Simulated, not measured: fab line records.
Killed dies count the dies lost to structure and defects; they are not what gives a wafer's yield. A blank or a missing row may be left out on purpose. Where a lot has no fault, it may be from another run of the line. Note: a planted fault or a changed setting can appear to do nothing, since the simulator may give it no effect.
Which tool did it? -- flow gf180mcu -- Sampling: 14 lots, 42 wafers, 5 of 602 route steps

== WHAT EACH GAUGE READ, for each wafer ==
GF_POLY_GATE_THK_MEAS_01.
lot,measured,on,POLY_GATE_CVD_00_THK (nm)
L505,day 8 15:56,filmMetro-01,201.4 200.0 202.0
L506,day 8 22:58,filmMetro-01,202.3 200.8 199.2
L507,day 9 08:32,filmMetro-01,201.0 203.2 202.7
L508,day 9 10:06,filmMetro-03,199.4 199.5 198.4
L510,day 10 01:46,filmMetro-04,198.5 197.0 197.8
L512,day 10 15:23,filmMetro-03,397.0 398.0 397.8 397.0 397.9 397.3
L513,day 10 18:37,filmMetro-01,199.5 198.8 200.4
L514,day 11 02:17,filmMetro-03,402.8 400.4 400.6 402.8 400.5 400.2
L518,day 12 05:30,filmMetro-01,198.9 197.3 200.1
L521,day 13 04:45,filmMetro-04,198.6 201.4 198.5
L522,day 13 07:43,filmMetro-03,198.6 197.3 198.3
L523,day 13 13:48,filmMetro-04,200.7 201.0 201.2
L524,day 13 22:26,filmMetro-04,198.4 198.3 198.5
L527,day 14 18:51,filmMetro-03,199.3 198.1 199.2

GF_PSD_CD_MEAS_07: the cd target is 400 nm.
lot,measured,on,cdNm (nm)
L505,day 14 10:10,cdSem-02,398.9 398.4 396.0
L506,day 14 17:22,cdSem-02,401.6 399.9 399.5
L507,day 15 06:38,cdSem-01,398.7 396.5 397.8
L508,day 15 07:00,cdSem-01,400.3 400.8 397.7
L510,day 16 03:17,cdSem-01,397.3 399.4 399.0
L513,day 17 01:00,cdSem-01,402.7 400.0 400.0
L518,day 18 21:47,cdSem-01,396.8 398.9 398.3
L521,day 20 00:05,cdSem-02,399.4 398.3 399.6
L522,day 20 06:13,cdSem-02,402.5 402.2 403.8
L523,day 20 11:52,cdSem-01,400.4 401.3 399.7
L524,day 20 19:39,cdSem-02,399.0 399.5 400.7
L527,day 21 18:40,cdSem-02,398.3 398.8 397.9

GF_PSD_RS_MEAS_14: measures by four-point-probe.
lot,measured,on,NSD_RS (ohm/sq)
L505,day 14 10:49,filmMetro-01,46.16 46.07 46.17
L506,day 14 18:01,filmMetro-02,46.06 46.18 46.08
L507,day 15 07:14,filmMetro-03,46.36 46.24 46.16
L508,day 15 07:36,filmMetro-03,46.11 46.12 46.14
L510,day 16 03:53,filmMetro-03,46.05 46.16 46.20
L513,day 17 01:36,filmMetro-03,46.15 46.12 46.13
L518,day 18 22:23,filmMetro-03,46.24 46.09 46.13
L521,day 20 00:46,filmMetro-03,46.18 46.21 46.16
L522,day 20 06:54,filmMetro-03,46.25 46.16 46.07
L523,day 20 12:29,filmMetro-02,46.16 46.14 46.05
L524,day 20 20:15,filmMetro-01,46.18 46.16 46.06
L527,day 21 19:20,filmMetro-01,46.09 46.25 46.24

== WHICH TOOL RAN EACH LOT (tool, then ch and the chambers of the sampled wafers, then the start) ==
lot,GF_STI_ETCH_14,GF_POLY_GATE_CVD_00
L505,"rieSi-01 ch 0,2, day 2 01:36","lpcvd-02 ch 1, day 8 14:35"
L506,"rieSi-01 ch 2,3, day 2 06:12","lpcvd-02 ch 0, day 8 21:37"
L507,"rieSi-01 ch 1,3, day 2 11:46","lpcvd-01 ch 0, day 9 07:12"
L508,"rieSi-01 ch 1,2,3, day 2 16:29","lpcvd-02 ch 0, day 9 08:45"
L510,"rieSi-01 ch 0,1,2, day 3 04:24","lpcvd-02 ch 1, day 10 00:25"
L512,"rieSi-01 ch 1,2,3, day 3 13:48","lpcvd-01 ch 1, day 10 12:34"
L513,"rieSi-01 ch 1,3, day 3 18:40","lpcvd-01 ch 0, day 10 17:16"
L514,"rieSi-02 ch 1,2,3, day 4 01:04","lpcvd-01 ch 0, day 10 23:23"
L518,"rieSi-01 ch 0,1,2, day 4 20:40","lpcvd-01 ch 1, day 12 04:10"
L521,"rieSi-02 ch 1,2, day 5 12:01","lpcvd-02 ch 1, day 13 03:25"
L522,"rieSi-01 ch 0,2, day 5 17:03","lpcvd-02 ch 0, day 13 06:22"
L523,"rieSi-02 ch 0,1, day 5 22:10","lpcvd-02 ch 0, day 13 12:27"
L524,"rieSi-01 ch 0,1, day 6 04:03","lpcvd-01 ch 0, day 13 21:05"
L527,"rieSi-01 ch 0,2,3, day 6 20:00","lpcvd-02 ch 0, day 14 17:31"
- GF_STI_ETCH_14: etches Si in HBr/Cl2/O2, target depth 360 nm, time 102.9 s.
- GF_POLY_GATE_CVD_00: deposits poly-Si, target thk 200 nm, time 1200 s.

== AS READ BY THE TOOLS THEMSELVES (means over the sampled wafers that have a number; for cases with no such wafer, the mark the record gives instead) ==
GF_STI_ETCH_14.
lot,tool,drypumpMotorCurrentA (A),oesProductAu (a.u.),throttleValvePct (%)
L505,rieSi-01,5.7,1.003,25.652
L506,rieSi-01,5.1,0.988,25.660
L507,rieSi-01,5.2,0.999,25.653
L508,rieSi-01,5.3,0.995,25.666
L510,rieSi-01,5.8,0.995,25.663
L512,rieSi-01,5.3,0.995,25.651
L513,rieSi-01,5.1,1.000,25.651
L514,rieSi-02,5.9,0.986,25.660
L518,rieSi-01,5.8,1.001,25.656
L521,rieSi-02,6.3,0.994,25.657
L522,rieSi-01,5.7,0.989,25.662
L523,rieSi-02,6.3,0.988,25.666
L524,rieSi-01,5.8,0.993,25.655
L527,rieSi-01,5.5,0.995,25.657

== THE ANSWER, worked out from the rows above alone ==
Rule: what is usual is taken from the lots themselves. Put in order of their means at a reading, lots are off if they are a third of the lots or fewer, leave a main group of 4 or more, and stand apart from it by a gap of 3 or more times the standard deviation of the main group's means; of several such gaps the widest counts. A main group whose means are all the same, to the digits that the tables above print for the reading, isn't used. A lot without any number at a reading at which 4 lots or more have one is off too. The other lots that the step has rows for count as sound. The gauges are gone through in route order, then the tools' own readings, and for those a lot's mean is taken as printed above. At the first step where some lot is off, the reading lying furthest off is the one used; lots without a number count as furthest.
Off: L512, L514, at GF_POLY_GATE_THK_MEAS_01 (POLY_GATE_CVD_00_THK). Main group: mean 199.6 nm, sd 1.3.
A tool fits if, at a process step before that reading, it ran every lot that is off, and no sound lot after the first of them. The gauges at GF_POLY_GATE_THK_MEAS_01 are tried like those tools. Of those tried, none fits.

== WHAT THE SIMULATOR PUT IN ==
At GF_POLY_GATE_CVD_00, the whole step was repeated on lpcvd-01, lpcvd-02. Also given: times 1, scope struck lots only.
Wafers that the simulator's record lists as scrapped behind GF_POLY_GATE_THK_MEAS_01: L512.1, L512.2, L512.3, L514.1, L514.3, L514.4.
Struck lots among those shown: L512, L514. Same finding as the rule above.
